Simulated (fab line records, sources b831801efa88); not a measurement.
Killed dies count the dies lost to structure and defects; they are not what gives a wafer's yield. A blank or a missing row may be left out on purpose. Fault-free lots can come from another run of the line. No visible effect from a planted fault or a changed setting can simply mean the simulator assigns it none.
fab line records	flow sky130
record: lots: 24	wafers: 72	last-day: 50
route steps=708 shown VT_ADJUST_LVTN@104 SONOS_ONO@169 CONTACT@411 METAL1@451 METAL4@630 PASSIVATION@681
lots that met no fault: taken from a fault-free run of the same line
start-h: hours from the record's first day to the start of the lot's first wafer shown	wait-h: time in hours since the lot's previous step	" unchanged from the row above	L1.1+2: a single row standing in for several wafers	- no value, or no start given	* or withheld: withheld	< > ~ a bound
route shown NAME@n: NAME is a module with steps in the file, n the number in the route of the first one	usual: the fault-free wafers' mean and standard deviation	same: alike in all rows	chamber/n: place in a boat	sites: readings site by site	_std_site: standard deviation across them	_edge_site: inner sites' mean taken away from outer sites' mean	radius-mm: how far each site lies from the wafer's centre	mask NAME#n: copy n	behind: tool/chamber where the wafer was last shaped	hold: what put the lot on hold/how long, in hours/how the hold closed	device: the n, p or np transistor that did not switch	end of line: the route-end tests of the same wafers	for a step that has no rows: nothing shown but its recipe	killed: count of dies lost to structure and defects at first sort (not the wafer's yield)	map: per-die view of a wafer (x killed, . not killed, _ where there is no die)
set.NAME: the setting as run; set.NAME@STEP: as run at that earlier step	model.NAME: the simulator's own value behind a step, which no gauge read
the route's steps for a sample of lots (tables are steps, rows are wafers)
services: the hour from which a tool's chamber was out of use, counted from the record's first day as start-h (under 0 if before that day), plus the number of hours and why
== steps ==
step: SKY_VT_ADJUST_LVTN_OVL_MEAS_07
usual: VT_ADJUST_LVTN_OVL: -0.2/1.3
lot.wafer	tool	chamber	start-h	wait-h	VT_ADJUST_LVTN_OVL[nm]
L074.2	overlay-02	-	143.42	-	-1.5
L074.3	"	-	"	"	-1.2
L074.5	"	-	"	"	-0.2
L075.4	overlay-01	-	146.70	-	-0.8
L075.5	"	-	"	"	-0.1
L075.6	"	-	"	"	-1.0
L076.3	overlay-02	-	154.38	-	0.1
L076.4	"	-	"	"	-1.1
L076.6	"	-	"	"	-2.2
L077.1	overlay-01	-	156.98	-	-0.1
L077.3	"	-	"	"	0.1
L077.6	"	-	"	"	-1.0
L078.1	overlay-02	-	173.06	-	-0.2
L078.2	"	-	"	"	-1.9
L078.5	"	-	"	"	-1.1
L079.2	overlay-01	-	175.62	-	1.3
L079.3	"	-	"	"	0.2
L079.6	"	-	"	"	2.0
L080.1	overlay-01	-	179.18	-	0.1
L080.3	"	-	"	"	0.0
L080.4	"	-	"	"	0.1
L081.1	overlay-02	-	191.00	-	-1.6
L081.2	"	-	"	"	0.5
L081.3	"	-	"	"	0.0
L082.3	overlay-01	-	196.08	-	0.5
L082.4	"	-	"	"	-0.7
L082.5	"	-	"	"	0.9
L083.1	overlay-02	-	199.87	-	0.6
L083.4	"	-	"	"	-0.5
L083.6	"	-	"	"	0.5
L084.3	overlay-01	-	204.38	-	0.0
L084.4	"	-	"	"	1.3
L084.6	"	-	"	"	0.4
L085.1	overlay-01	-	214.07	-	2.0
L085.3	"	-	"	"	1.0
L085.5	"	-	"	"	0.1
L086.1	overlay-02	-	219.03	-	-0.2
L086.2	"	-	"	"	-2.3
L086.6	"	-	"	"	-0.4
L087.1	overlay-01	-	224.13	-	-1.9
L087.2	"	-	"	"	-1.2
L087.6	"	-	"	"	-0.1
L088.2	overlay-01	-	229.09	-	-1.6
L088.4	"	-	"	"	-1.1
L088.5	"	-	"	"	1.9
L089.2	overlay-01	-	236.02	-	-1.7
L089.3	"	-	"	"	1.9
L089.6	"	-	"	"	0.2
L090.2	overlay-01	-	244.14	-	-0.1
L090.4	"	-	"	"	-0.8
L090.5	"	-	"	"	-1.6
L091.4	overlay-01	-	250.03	-	0.9
L091.5	"	-	"	"	1.3
L091.6	"	-	"	"	1.9
L092.3	overlay-01	-	259.78	-	-1.2
L092.4	"	-	"	"	-0.3
L092.6	"	-	"	"	-1.1
L093.1	overlay-02	-	268.51	-	-1.8
L093.5	"	-	"	"	-4.3
L093.6	"	-	"	"	-2.0
L094.1	overlay-01	-	271.36	-	2.9
L094.2	"	-	"	"	0.5
L094.3	"	-	"	"	1.4
L095.3	overlay-01	-	273.68	-	0.3
L095.4	"	-	"	"	-1.0
L095.5	"	-	"	"	-1.1
L096.2	overlay-02	-	283.64	-	0.9
L096.4	"	-	"	"	1.9
L096.6	"	-	"	"	1.1
L097.1	overlay-02	-	291.72	-	-1.4
L097.3	"	-	"	"	0.6
L097.6	"	-	"	"	-0.3
step: SKY_SONOS_ONO_THK_MEAS_01
recipe: reads: SiO2_of_SONOS_ONO_OXIDATION_00
usual: SONOS_ONO_OXIDATION_THK: 2.60/0.062
lot.wafer	tool	chamber	start-h	wait-h	SONOS_ONO_OXIDATION_THK[nm]
L074.2	film-metro-04	-	256.78	0.0	2.55
L074.3	"	-	"	"	2.56
L074.5	"	-	"	"	2.56
L075.4	film-metro-01	-	256.80	0.0	2.49
L075.5	"	-	"	"	2.55
L075.6	"	-	"	"	2.51
L076.3	film-metro-01	-	265.34	0.0	2.66
L076.4	"	-	"	"	2.61
L076.6	"	-	"	"	2.66
L077.1	film-metro-02	-	271.40	0.0	2.65
L077.3	"	-	"	"	2.59
L077.6	"	-	"	"	2.67
L078.1	film-metro-04	-	290.58	0.0	2.68
L078.2	"	-	"	"	2.65
L078.5	"	-	"	"	2.71
L079.2	film-metro-04	-	294.17	0.0	2.68
L079.3	"	-	"	"	2.73
L079.6	"	-	"	"	2.61
L080.1	film-metro-04	-	301.14	0.0	2.63
L080.3	"	-	"	"	2.54
L080.4	"	-	"	"	2.56
L081.1	film-metro-01	-	310.27	0.0	2.67
L081.2	"	-	"	"	2.63
L081.3	"	-	"	"	2.71
L082.3	film-metro-01	-	318.00	0.0	2.70
L082.4	"	-	"	"	2.59
L082.5	"	-	"	"	2.59
L083.1	film-metro-04	-	320.58	0.0	2.62
L083.4	"	-	"	"	2.60
L083.6	"	-	"	"	2.70
L084.3	film-metro-04	-	328.78	0.0	2.68
L084.4	"	-	"	"	2.66
L084.6	"	-	"	"	2.59
L085.1	film-metro-02	-	338.78	0.0	2.63
L085.3	"	-	"	"	2.61
L085.5	"	-	"	"	2.61
L086.1	film-metro-02	-	343.42	0.0	2.61
L086.2	"	-	"	"	2.58
L086.6	"	-	"	"	2.57
L087.1	film-metro-04	-	356.22	0.0	2.54
L087.2	"	-	"	"	2.56
L087.6	"	-	"	"	2.62
L088.2	film-metro-04	-	360.36	0.0	2.56
L088.4	"	-	"	"	2.60
L088.5	"	-	"	"	2.53
L089.2	film-metro-04	-	368.10	0.0	2.47
L089.3	"	-	"	"	2.51
L089.6	"	-	"	"	2.59
L090.2	film-metro-04	-	378.58	0.0	2.51
L090.4	"	-	"	"	2.54
L090.5	"	-	"	"	2.55
L091.4	film-metro-04	-	384.56	0.0	2.66
L091.5	"	-	"	"	2.66
L091.6	"	-	"	"	2.65
L092.3	film-metro-02	-	395.41	0.0	2.62
L092.4	"	-	"	"	2.56
L092.6	"	-	"	"	2.54
L093.1	film-metro-01	-	404.51	0.0	2.58
L093.5	"	-	"	"	2.62
L093.6	"	-	"	"	2.60
L094.1	film-metro-02	-	409.07	0.0	2.69
L094.2	"	-	"	"	2.62
L094.3	"	-	"	"	2.62
L095.3	film-metro-01	-	413.19	0.0	2.71
L095.4	"	-	"	"	2.63
L095.5	"	-	"	"	2.71
L096.2	film-metro-04	-	425.17	0.0	2.52
L096.4	"	-	"	"	2.57
L096.6	"	-	"	"	2.58
L097.1	film-metro-02	-	430.30	0.0	2.52
L097.3	"	-	"	"	2.53
L097.6	"	-	"	"	2.56
step: SKY_CONTACT_BOW_MEAS_05
recipe: mode: bow
usual: CONTACT_BOW: 80/6.4
lot.wafer	tool	chamber	start-h	wait-h	CONTACT_BOW[um]
L074.2	film-metro-04	-	710.38	0.2	84
L074.3	"	-	"	"	93
L074.5	"	-	"	"	89
L075.4	film-metro-04	-	715.72	0.3	88
L075.5	"	-	"	"	88
L075.6	"	-	"	"	78
L076.3	film-metro-02	-	720.83	0.2	76
L076.4	"	-	"	"	72
L076.6	"	-	"	"	76
L077.1	film-metro-04	-	724.69	0.1	76
L077.3	"	-	"	"	84
L077.6	"	-	"	"	80
L078.1	film-metro-01	-	748.30	0.2	69
L078.2	"	-	"	"	77
L078.5	"	-	"	"	81
L079.2	film-metro-01	-	754.58	0.1	70
L079.3	"	-	"	"	80
L079.6	"	-	"	"	87
L080.1	film-metro-02	-	758.68	0.1	80
L080.3	"	-	"	"	75
L080.4	"	-	"	"	76
L081.1	film-metro-02	-	770.03	0.1	73
L081.2	"	-	"	"	82
L081.3	"	-	"	"	88
L082.3	film-metro-04	-	780.49	0.1	79
L082.4	"	-	"	"	76
L082.5	"	-	"	"	71
L083.1	film-metro-02	-	782.21	0.1	80
L083.4	"	-	"	"	75
L083.6	"	-	"	"	71
L084.3	film-metro-01	-	788.95	0.2	85
L084.4	"	-	"	"	91
L084.6	"	-	"	"	74
L085.1	film-metro-04	-	795.77	0.1	83
L085.3	"	-	"	"	69
L085.5	"	-	"	"	92
L086.1	film-metro-01	-	802.15	0.1	86
L086.2	"	-	"	"	95
L086.6	"	-	"	"	81
L087.1	film-metro-02	-	813.79	0.2	76
L087.2	"	-	"	"	86
L087.6	"	-	"	"	77
L088.2	film-metro-04	-	817.83	0.2	72
L088.4	"	-	"	"	85
L088.5	"	-	"	"	76
L089.2	film-metro-01	-	820.41	0.2	76
L089.3	"	-	"	"	74
L089.6	"	-	"	"	88
L090.2	film-metro-02	-	832.97	0.1	73
L090.4	"	-	"	"	76
L090.5	"	-	"	"	77
L091.4	film-metro-01	-	840.18	0.2	87
L091.5	"	-	"	"	89
L091.6	"	-	"	"	86
L092.3	film-metro-01	-	848.51	0.3	80
L092.4	"	-	"	"	80
L092.6	"	-	"	"	80
L093.1	film-metro-01	-	852.69	0.1	86
L093.5	"	-	"	"	91
L093.6	"	-	"	"	93
L094.1	film-metro-01	-	860.38	0.2	78
L094.2	"	-	"	"	85
L094.3	"	-	"	"	85
L095.3	film-metro-01	-	868.67	0.2	90
L095.4	"	-	"	"	92
L095.5	"	-	"	"	78
L096.2	film-metro-04	-	870.95	0.2	71
L096.4	"	-	"	"	73
L096.6	"	-	"	"	76
L097.1	film-metro-04	-	877.23	0.1	83
L097.3	"	-	"	"	74
L097.6	"	-	"	"	73
step: SKY_METAL1_DESCUM_17
recipe: chemistry: O2	source-power-w: 150	bias-power-w: 0	pressure-mtorr: 10	temp-c: 40	time-s: 8
usual: drypump-motor-current-A: 5.6/0.32	oes-product-au: 1.000/0.01	temp-c: 40.00/0.11
lot.wafer	tool	chamber	start-h	wait-h	drypump-motor-current-A	oes-product-au	rf-hours-counter-h	temp-c
L074.2	rie-metal-02	0	766.67	0.0	5.9	0.999	9	40.11
L074.3	"	1	"	"	5.7	0.982	-	39.95
L074.5	"	1	"	"	5.7	0.972	-	39.97
L075.4	rie-metal-01	1	774.63	0.0	5.7	0.993	-	39.85
L075.5	"	1	"	"	5.7	0.991	-	39.87
L075.6	"	0	"	"	5.3	1.002	-	40.09
L076.3	rie-metal-02	1	777.38	0.0	5.7	0.981	-	39.90
L076.4	"	0	"	"	5.9	0.999	-	40.02
L076.6	"	1	"	"	5.7	0.988	-	40.01
L077.1	rie-metal-04	0	781.27	0.0	5.6	1.007	6	40.00
L077.3	"	0	"	"	5.6	1.001	-	40.00
L077.6	"	0	"	"	5.6	1.011	-	39.94
L078.1	rie-metal-04	1	804.62	0.0	4.9	1.002	4	39.97
L078.2	"	0	"	"	5.6	1.006	7	39.93
L078.5	"	0	"	"	5.6	1.004	-	39.97
L079.2	rie-metal-04	1	809.57	0.0	5.0	1.006	4	39.96
L079.3	"	0	"	"	5.6	1.003	-	40.07
L079.6	"	0	"	"	5.6	1.001	-	39.85
L080.1	rie-metal-04	1	813.97	0.0	5.0	1.006	4	39.98
L080.3	"	1	"	"	5.0	1.008	-	39.92
L080.4	"	0	"	"	5.6	1.008	-	40.17
L081.1	rie-metal-01	0	825.52	0.0	5.3	1.015	12	39.96
L081.2	"	1	"	"	5.7	1.002	4	40.16
L081.3	"	0	"	"	5.3	1.002	-	39.89
L082.3	rie-metal-01	1	835.18	0.0	5.7	1.009	-	40.04
L082.4	"	0	"	"	5.3	1.006	-	39.93
L082.5	"	1	"	"	5.7	1.005	-	39.96
L083.1	rie-metal-04	0	836.12	0.0	5.6	0.998	8	40.04
L083.4	"	1	"	"	5.0	0.983	-	40.05
L083.6	"	0	"	"	5.6	0.989	-	40.12
L084.3	rie-metal-04	0	843.98	0.0	5.6	1.001	-	40.22
L084.4	"	1	"	"	5.0	0.994	-	40.17
L084.6	"	1	"	"	5.0	0.992	-	40.06
L085.1	rie-metal-01	0	849.47	0.0	5.3	0.999	13	40.03
L085.3	"	0	"	"	5.3	1.012	-	40.05
L085.5	"	0	"	"	5.3	1.008	-	40.19
L086.1	rie-metal-02	1	856.17	0.0	5.7	0.995	1	39.77
L086.2	"	0	"	"	5.9	1.019	12	40.08
L086.6	"	0	"	"	5.9	1.008	-	40.17
L087.1	rie-metal-02	0	867.62	0.0	5.9	0.998	13	39.98
L087.2	"	1	"	"	5.7	0.989	2	40.08
L087.6	"	1	"	"	5.7	0.975	-	40.13
L088.2	rie-metal-02	0	872.12	0.0	5.9	0.994	13	40.03
L088.4	"	0	"	"	5.9	1.010	-	39.89
L088.5	"	1	"	"	5.7	0.998	-	40.08
L089.2	rie-metal-02	0	873.82	0.0	6.0	1.013	13	40.00
L089.3	"	0	"	"	6.0	1.012	-	39.95
L089.6	"	0	"	"	5.9	1.007	-	39.96
L090.2	rie-metal-02	1	886.17	0.0	5.7	0.986	2	39.90
L090.4	"	1	"	"	5.7	0.988	-	39.71
L090.5	"	1	"	"	5.7	0.991	-	40.10
L091.4	rie-metal-01	1	894.23	0.0	5.7	0.997	-	40.02
L091.5	"	1	"	"	5.7	1.002	-	39.85
L091.6	"	0	"	"	5.3	1.025	-	39.93
L092.3	rie-metal-02	1	903.33	0.0	5.7	1.007	-	39.85
L092.4	"	0	"	"	6.0	1.015	-	39.95
L092.6	"	0	"	"	5.9	1.016	-	40.06
L093.1	rie-metal-01	1	906.97	0.0	5.7	0.987	8	39.79
L093.5	"	1	"	"	5.7	0.994	-	40.00
L093.6	"	1	"	"	5.7	0.997	-	39.85
L094.1	rie-metal-04	0	913.67	0.0	5.6	1.015	11	40.10
L094.2	"	1	"	"	5.0	1.009	8	40.16
L094.3	"	1	"	"	4.9	0.995	-	40.00
L095.3	rie-metal-01	0	922.38	0.0	5.3	1.009	-	40.02
L095.4	"	1	"	"	5.7	0.996	-	40.05
L095.5	"	1	"	"	5.7	0.996	-	39.97
L096.2	rie-metal-04	0	924.12	0.0	5.6	1.021	12	40.00
L096.4	"	1	"	"	5.0	1.006	-	39.93
L096.6	"	0	"	"	5.6	1.014	-	40.00
L097.1	rie-metal-02	0	930.72	0.0	6.0	0.998	16	40.11
L097.3	"	1	"	"	5.7	0.982	-	40.04
L097.6	"	1	"	"	5.7	0.986	-	40.04
step: SKY_METAL4_OVL_MEAS_14
usual: METAL4_OVL: 1/5.4
lot.wafer	tool	chamber	start-h	wait-h	METAL4_OVL[nm]
L074.2	overlay-02	-	983.34	0.1	4
L074.3	"	-	"	"	-4
L074.5	"	-	"	"	-1
L075.4	overlay-02	-	988.65	0.1	5
L075.5	"	-	"	"	0
L075.6	"	-	"	"	-4
L076.3	overlay-01	-	992.20	0.1	6
L076.4	"	-	"	"	-2
L076.6	"	-	"	"	0
L077.1	overlay-01	-	995.98	0.1	-2
L077.3	"	-	"	"	-2
L077.6	"	-	"	"	1
L078.1	overlay-01	-	1016.17	0.1	10
L078.2	"	-	"	"	4
L078.5	"	-	"	"	10
L079.2	overlay-01	-	1020.59	0.1	-5
L079.3	"	-	"	"	11
L079.6	"	-	"	"	-6
L080.1	overlay-01	-	1026.19	0.1	-6
L080.3	"	-	"	"	-6
L080.4	"	-	"	"	-3
L081.1	overlay-01	-	1034.53	0.1	-7
L081.2	"	-	"	"	-2
L081.3	"	-	"	"	-5
L082.3	overlay-02	-	1041.70	0.1	2
L082.4	"	-	"	"	10
L082.5	"	-	"	"	-4
L083.1	overlay-02	-	1044.54	0.1	-3
L083.4	"	-	"	"	7
L083.6	"	-	"	"	12
L084.3	overlay-01	-	1051.80	0.1	3
L084.4	"	-	"	"	4
L084.6	"	-	"	"	6
L085.1	overlay-01	-	1057.34	0.1	4
L085.3	"	-	"	"	3
L085.5	"	-	"	"	4
L086.1	overlay-01	-	1059.99	0.1	-1
L086.2	"	-	"	"	-10
L086.6	"	-	"	"	-4
L087.1	overlay-02	-	1071.19	0.1	-5
L087.2	"	-	"	"	4
L087.6	"	-	"	"	4
L088.2	overlay-02	-	1076.89	0.1	-8
L088.4	"	-	"	"	-2
L088.5	"	-	"	"	-4
L089.2	overlay-01	-	1079.05	0.1	1
L089.3	"	-	"	"	1
L089.6	"	-	"	"	12
L090.2	overlay-02	-	1088.04	0.1	3
L090.4	"	-	"	"	-2
L090.5	"	-	"	"	-1
L091.4	overlay-02	-	1091.61	0.1	-3
L091.5	"	-	"	"	7
L091.6	"	-	"	"	1
L092.3	overlay-01	-	1101.10	0.1	5
L092.4	"	-	"	"	4
L092.6	"	-	"	"	3
L093.1	overlay-01	-	1104.04	0.1	-8
L093.5	"	-	"	"	-10
L093.6	"	-	"	"	2
L094.1	overlay-01	-	1109.49	0.1	0
L094.2	"	-	"	"	-1
L094.3	"	-	"	"	-6
L095.3	overlay-01	-	1115.10	0.1	3
L095.4	"	-	"	"	-2
L095.5	"	-	"	"	-3
L096.2	overlay-02	-	1116.89	0.1	-5
L096.4	"	-	"	"	-5
L096.6	"	-	"	"	4
L097.1	overlay-02	-	1122.49	0.1	1
L097.3	"	-	"	"	6
L097.6	"	-	"	"	2
step: SKY_PASSIVATION_CVD_00
recipe: material: SiO2	target-thk-nm: 90	temp-c: 400	time-s: withheld	rf-w: 600
usual: heater-power-w: 714/140
lot.wafer	tool	chamber	start-h	wait-h	heater-power-w
L074.2	pecvd-03	0	1033.04	0.0	795
L074.3	"	2	"	"	933
L074.5	"	2	"	"	967
L075.4	pecvd-04	0	1038.14	0.0	690
L075.5	"	2	"	"	712
L075.6	"	1	"	"	593
L076.3	pecvd-03	2	1042.08	0.0	896
L076.4	"	2	"	"	910
L076.6	"	0	"	"	691
L077.1	pecvd-03	0	1044.68	0.0	809
L077.3	"	2	"	"	791
L077.6	"	2	"	"	786
L078.1	pecvd-04	1	1065.78	0.0	556
L078.2	"	0	"	"	699
L078.5	"	0	"	"	555
L079.2	pecvd-04	0	1069.08	0.0	601
L079.3	"	1	"	"	579
L079.6	"	1	"	"	586
L080.1	pecvd-04	0	1073.81	0.0	673
L080.3	"	1	"	"	547
L080.4	"	1	"	"	546
L081.1	pecvd-04	2	1082.39	0.0	773
L081.2	"	1	"	"	539
L081.3	"	0	"	"	606
L082.3	pecvd-03	0	1089.76	0.0	679
L082.4	"	2	"	"	793
L082.5	"	1	"	"	950
L083.1	pecvd-01	0	1090.87	0.0	766
L083.4	"	0	"	"	759
L083.6	"	2	"	"	518
L084.3	pecvd-01	0	1097.98	0.0	690
L084.4	"	0	"	"	688
L084.6	"	1	"	"	558
L085.1	pecvd-03	0	1102.93	0.0	805
L085.3	"	1	"	"	826
L085.5	"	1	"	"	819
L086.1	pecvd-03	1	1105.98	0.0	906
L086.2	"	0	"	"	815
L086.6	"	0	"	"	673
L087.1	pecvd-03	1	1115.69	0.0	980
L087.2	"	2	"	"	984
L087.6	"	1	"	"	967
L088.2	pecvd-04	1	1121.54	0.0	577
L088.4	"	1	"	"	566
L088.5	"	2	"	"	807
L089.2	pecvd-04	2	1123.32	0.0	779
L089.3	"	1	"	"	613
L089.6	"	0	"	"	705
L090.2	pecvd-04	1	1131.54	0.0	589
L090.4	"	2	"	"	820
L090.5	"	1	"	"	613
L091.4	pecvd-04	0	1135.08	0.0	658
L091.5	"	2	"	"	809
L091.6	"	1	"	"	556
L092.3	pecvd-01	1	1144.07	0.0	616
L092.4	"	0	"	"	754
L092.6	"	1	"	"	468
L093.1	pecvd-01	0	1146.76	0.0	747
L093.5	"	2	"	"	540
L093.6	"	0	"	"	739
L094.1	pecvd-01	0	1152.01	0.0	742
L094.2	"	1	"	"	529
L094.3	"	0	"	"	724
L095.3	pecvd-01	0	1156.99	0.0	735
L095.4	"	1	"	"	539
L095.5	"	1	"	"	536
L096.2	pecvd-01	1	1158.53	0.0	566
L096.4	"	1	"	"	566
L096.6	"	0	"	"	785
L097.1	pecvd-04	1	1163.33	0.0	569
L097.3	"	0	"	"	721
L097.6	"	2	"	"	806
== services ==
tool	chamber	start-h	hours	kind
rie-metal-01	-	743.29	0.3	repair
pecvd-04	-	760.81	1.5	repair
rie-metal-01	0	767.54	4.8	repair
rie-metal-02	-	794.70	14.6	pm
rie-metal-01	-	794.96	4.0	pm
pecvd-04	-	835.38	1.4	repair
rie-metal-01	-	864.21	2.8	pm
rie-metal-04	-	877.64	1.4	repair
pecvd-04	-	900.19	0.8	repair
pecvd-01	-	901.50	28.1	pm
rie-metal-01	0	906.59	1.2	repair
pecvd-03	-	913.15	3.2	repair
pecvd-01	-	931.19	2.2	repair
rie-metal-04	1	931.39	2.5	repair
rie-metal-04	-	958.54	14.6	pm
pecvd-04	-	979.83	0.7	repair
rie-metal-02	1	1007.36	17.4	repair
pecvd-04	-	1027.23	2.8	pm
rie-metal-02	0	1028.66	1.0	repair
pecvd-04	-	1040.73	6.0	pm
pecvd-04	-	1059.85	0.8	repair
pecvd-01	0	1107.42	12.6	repair
rie-metal-04	-	1126.43	0.4	repair
pecvd-03	0	1133.58	8.3	repair
== key ==
fault none
